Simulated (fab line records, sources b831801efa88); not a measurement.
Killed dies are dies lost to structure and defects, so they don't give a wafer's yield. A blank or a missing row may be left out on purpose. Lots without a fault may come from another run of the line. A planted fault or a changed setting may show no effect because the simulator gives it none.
A struck lot beside a sound one | flow sky130 | 30 steps out of a route of 708
Sound: wafers L101.1, L101.2, L101.3. Struck: wafers L111.1, L111.2, L111.5. The cause comes at the end.
At each step with rows: each side's tool, then ch and its chambers, then its first start. Under that, the readings that differ: sound wafers | struck wafers | difference of the means | sigmas: that difference in standard deviations of wafers without a fault.
alike: readings whose means differ by less than 2 such deviations, and words and numbers that are the same on both sides. not compared: withheld readings, readings that some wafer has no value for, bounds like >300 that may hide the same value, and numbers for which the record gives no deviation and whose values overlap.
The two part at a step that has a row with sigmas, a row that says differs or no value, or rows on one side only. Numbers that don't overlap but have no deviation are shown without sigmas and don't part them. A reading that every wafer of one side lacks parts them only if that side has two wafers or more.

SKY_PWDE_STRIP_09: strips in O2/N2.
  sound on plasma_asher-01 ch 0,1, day 5 04:28; struck on plasma_asher-04 ch 0,1, day 7 09:05
  alike: drypump_motor_current_A, oes_product_au, strip_time_to_endpoint_s
  not compared: rf_hours_counter_h
SKY_PWDE_TW_MEAS_10:
  sound on film_metro-01, day 5 04:34; struck on film_metro-03, day 7 09:11
  alike: PWDE_TW
then, 7 steps without rows for these wafers: SKY_NWELL_DEHYDRATE_03 (time 60 s); SKY_NWELL_HMDS_04 (prime time 60 s); SKY_NWELL_COAT_05 (resist thk 3000 nm); SKY_NWELL_SOFTBAKE_06; SKY_NWELL_EXPOSE_07 (exposes mask NWM, target cd 840 nm); SKY_NWELL_PEB_08; SKY_NWELL_DEVELOP_09 (develop time 60 s).
SKY_NWELL_OVL_MEAS_10:
  sound on overlay-02, day 5 22:53; struck on overlay-02, day 8 03:18
  alike: NWELL_00_OVL
then, 2 steps without rows for these wafers: SKY_NWELL_IMPLANT_11; SKY_NWELL_IMPLANT_12.
SKY_NWELL_IMPLANT_13:
  sound on implanter-04 ch 0, day 5 23:14; struck on implanter-04 ch 0, day 8 03:38
  reading            | sound                         | struck                        | difference | sigmas
  dose_ions_cm2      | 7.011e+11 7.006e+11 6.997e+11 | 4.672e+11 4.684e+11 4.687e+11 | -2.324e+11 | -99 or more
  faraday_current_uA | 3.99 3.93 4.00                | 2.55 2.59 2.57                | -1.40      | -17
  alike: beam_energy_keV
SKY_NWELL_STRIP_14: strips in O2/N2.
  sound on plasma_asher-01 ch 0,1, day 5 23:23; struck on plasma_asher-01 ch 0,1, day 8 03:47
  alike: drypump_motor_current_A, oes_product_au, strip_time_to_endpoint_s
  not compared: rf_hours_counter_h
SKY_NWELL_TW_MEAS_15:
  sound on film_metro-02, day 5 23:29; struck on film_metro-02, day 8 03:53
  alike: NWELL_TW
then, 7 steps without rows for these wafers: SKY_NWELL_DEHYDRATE_16 (time 60 s); SKY_NWELL_HMDS_17 (prime time 60 s); SKY_NWELL_COAT_18 (resist thk 3000 nm); SKY_NWELL_SOFTBAKE_19; SKY_NWELL_EXPOSE_20 (exposes mask NWM COMPLEMENT, target cd 840 nm); SKY_NWELL_PEB_21; SKY_NWELL_DEVELOP_22 (develop time 60 s).
SKY_NWELL_OVL_MEAS_23:
  sound on overlay-02, day 6 18:20; struck on overlay-01, day 9 00:15
  reading           | sound       | struck        | difference | sigmas
  NWELL_01_OVL (nm) | 3.9 2.1 2.7 | 0.7 -0.3 -1.3 | -3.2       | -2
then, 1 step without rows for these wafers: SKY_NWELL_IMPLANT_24.
SKY_NWELL_STRIP_25: strips in O2/N2.
  sound on plasma_asher-04 ch 0,1, day 6 18:32; struck on plasma_asher-04 ch 0,1, day 9 00:26
  alike: drypump_motor_current_A, oes_product_au, strip_time_to_endpoint_s
  not compared: rf_hours_counter_h
SKY_NWELL_TW_MEAS_26:
  sound on film_metro-02, day 6 18:38; struck on film_metro-01, day 9 00:32
  reading    | sound       | struck      | difference | sigmas
  NWELL_2_TW | 490 491 488 | 501 502 503 | +12        | +2
then, 1 step without rows for these wafers: SKY_NWELL_CLEAN_27 (cleans in SC1/SC2, time 150 s).
SKY_NWELL_RTA_28: time 30 s.
  sound on rtp_anneal-02 ch 0, day 6 18:44; struck on rtp_anneal-01 ch 0, day 9 00:39
  alike: lamp_power_pct, wafer_temp_C_max
SKY_NWELL_RS_MEAS_29: measures by four-point-probe.
  sound on film_metro-03, day 6 18:50; struck on film_metro-01, day 9 00:45
  reading           | sound             | struck            | difference | sigmas
  NWELL_RS (ohm/sq) | 625.7 624.4 625.9 | 635.9 635.2 634.9 | +10.0      | +7
-- the record jumps here: 40 days lie between the struck wafers' starts before and after (it left off in module NWELL and takes up again in module PAD_OPEN, whose first step shown is number 708 of the route) --
SKY_PAD_OPEN_PROBE_99:
  sound on prober-02, day 46 23:35; struck on prober-01, day 49 12:11
  reading                                   | sound                         | struck                        | difference | sigmas
  model.etest.nfet_16v.r_on_ohm_um          | 1.363e+04 1.377e+04 1.383e+04 | 1.418e+04 1.402e+04 1.413e+04 | +3.667e+02 |
  model.etest.pfet_01v8_lvt.drive_ua_um     | 175.9 176.7 177.6             | 178.5 179.4 180.2             | +2.6       |
  model.etest.pfet_g5v0d10v5.off_log10_a_um | -12.58 -12.68 -12.52          | -11.73 -11.82 -11.58          | +0.88      |
  model.etest.pfet_01v8_lvt.off_log10_a_um  | -8.664 -8.662 -8.653          | -8.068 -8.23 -8.245           | +0.479     |
  model.etest.pfet_g5v0d10v5.vt_sat_v (V)   | -0.6357 -0.6421 -0.6379       | -0.5648 -0.5652 -0.5345       | +0.0837    |
  alike: killed_at_M0_to_M3, killed_at_M4_up, killed_at_contacts, killed_at_front_end, killed_at_other, killed_dies, killed_on_rim, killed_open, killed_short
  not compared: model.etest.pfet_g5v0d10v5.r_on_ohm_um, model.etest.tip_p_5v.rs_ohm_sq, model.etest.pfet_g5v0d10v5.drive_ua_um

WHERE THEY PART
First at SKY_NWELL_IMPLANT_13; last, within this record, at SKY_NWELL_RS_MEAS_29. Later steps at which nothing parts them and some readings are alike: SKY_PAD_OPEN_PROBE_99.

WHY: what the simulator had put in
Process parameter drift: implanter-04, from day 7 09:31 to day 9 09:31, at SKY_NWELL_IMPLANT_13. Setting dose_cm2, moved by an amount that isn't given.
